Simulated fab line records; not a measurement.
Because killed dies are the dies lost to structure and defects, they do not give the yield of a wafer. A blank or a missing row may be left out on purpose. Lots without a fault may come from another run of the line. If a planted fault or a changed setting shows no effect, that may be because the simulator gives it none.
Code-filled problem report in 8D (eight disciplines) form    flow sky130    the parts of the form that need people (team, actions taken, sign-off) are left out

== 1. THE PROBLEM ==
Across 2 wafers from 2 lots, CAPM_TIN_RS at SKY_CAPM_RS_MEAS_03 averages 9.57 ohm/sq, while fault-free wafers read 6.90 ohm/sq with a standard deviation of 0.11. Relative to the usual mean, that is a shift of +24 standard deviations.
The step: measures by four-point-probe.
First observed at day 41 03:58: wafer L988.1, on film-metro-03. The record has a number at this step for 18 wafers belonging to 6 lots. The rule behind "out" and "out of limits": a value lying over 4 standard deviations away from the usual mean. The other wafers with a number count as sound.

== 2. WHAT IT IS, WHAT IT ISN'T ==
question                     is                            is not
which readings at this step  CAPM_TIN_RS                   -
which lots                   L988, L989                    L980, L985, L991, L993
which wafers of those lots   L988.1, L989.3                L988.2, L988.3, L989.2, L989.6
read on which gauges         film-metro-01, film-metro-03  film-metro-04
when                         from day 41 03:58             up to then (8 sound wafers); but 8 sound wafers of L989, L991, L993 came after

== 3. SUSPECTS, AND WHAT RULES EACH OUT ==
Counting: a tool at a process step up to the reading stays a suspect if it ran every lot that is out. Sound lots after the first of them don't rule it out here, since some wafers of a struck lot are sound.
- the gauge at SKY_CAPM_RS_MEAS_03 is ruled out. The wafers that are out were read on 2 gauges (film-metro-01, film-metro-03).
- pvd-sputter-01 at SKY_METAL3_SPUTTER_02 (material AlCu, target thk 735 nm, time 39.1 s): kept. It processed each lot that is out (first: L988, day 41 03:40); up to then, its last sound lot is L985 (day 40 13:58).
- pvd-sputter-01 at SKY_METAL3_SPUTTER_03 (material Ti, target thk 5 nm, time 3.3 s): kept. It processed each lot that is out (first: L988, day 41 03:42); up to then, its last sound lot is L985 (day 40 14:00).
- pvd-sputter-01 at SKY_METAL3_SPUTTER_04 (material TiN, target thk 70 nm, time 58.3 s): kept. It processed each lot that is out (first: L988, day 41 03:43); up to then, its last sound lot is L985 (day 40 14:01).
- pecvd-02 at SKY_CAPM_CVD_00 (deposits SiO2, target thk 15.5 nm): kept. It processed each lot that is out (first: L988, day 41 03:46); up to then, its last sound lot is L985 (day 40 14:04).
- pvd-sputter-04 at SKY_CAPM_SPUTTER_02 (material TiN, target thk 200 nm, time 166.7 s): kept. It processed each lot that is out (first: L988, day 41 03:51); up to then, its last sound lot is L985 (day 40 14:09).
Left after counting: pvd-sputter-01 at SKY_METAL3_SPUTTER_02, pvd-sputter-01 at SKY_METAL3_SPUTTER_03, pvd-sputter-01 at SKY_METAL3_SPUTTER_04, pecvd-02 at SKY_CAPM_CVD_00, pvd-sputter-04 at SKY_CAPM_SPUTTER_02.

== 4. THE CAUSE (what the simulator had put in) ==
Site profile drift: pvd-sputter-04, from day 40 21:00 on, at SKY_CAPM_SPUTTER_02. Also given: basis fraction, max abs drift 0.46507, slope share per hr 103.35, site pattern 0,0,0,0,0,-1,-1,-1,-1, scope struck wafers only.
This tool is one of the 5 suspects left after counting.

== 5. THE EFFECT CHAIN, in route order ==
Each row: a reading where the mean over the struck wafers with a number is more than 3 standard deviations away from the usual. Only readings for which the record gives a usual standard deviation are gone through. hours: the time from each lot's start at the first step in this table that gives one to its start at this step, as a median over the lots. sigmas: the change in usual standard deviations.
hours  step                    reading             usual        on struck wafers  change  sigmas
0      SKY_CAPM_RS_MEAS_03     CAPM_TIN_RS         6.90 ohm/sq  9.57              +2.67   +24
0      SKY_CAPM_THK_MEAS_04    CAPM_TIN_THK        198 nm       158               -40     -11
24     SKY_CAPM_METAL_ETCH_13  oes-product-au      0.942 a.u.   0.825             -0.117  -12
24     SKY_CAPM_METAL_ETCH_13  throttle-valve-pct  21.901 %     21.978            +0.077  +6.4
Process steps it contains:
- SKY_CAPM_METAL_ETCH_13: etches TiN in Cl2/BCl3, stops on SiO2, target depth 220 nm, time 62.9 s.
At these later measuring or inspecting steps, every struck wafer for which the step has a row has a number for every such reading, and none has moved that far: SKY_CAPM_OVL_MEAS_12.

== 6. WHAT WOULD HAVE CAUGHT IT SOONER ==
7 hours passed between the start of the fault at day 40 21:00 and the first reading out of limits at a measuring or inspecting step in this record, taken at day 41 03:58.
Of the tool readings at SKY_CAPM_SPUTTER_02 for which the record gives a usual standard deviation, none was out on any struck wafer, so an alarm limit of 4 standard deviations on them would not have fired.
Lots out: 2; of these, L989 started SKY_CAPM_SPUTTER_02 on pvd-sputter-04 after day 41 03:58. A tool hold placed at that time would have kept it from harm.
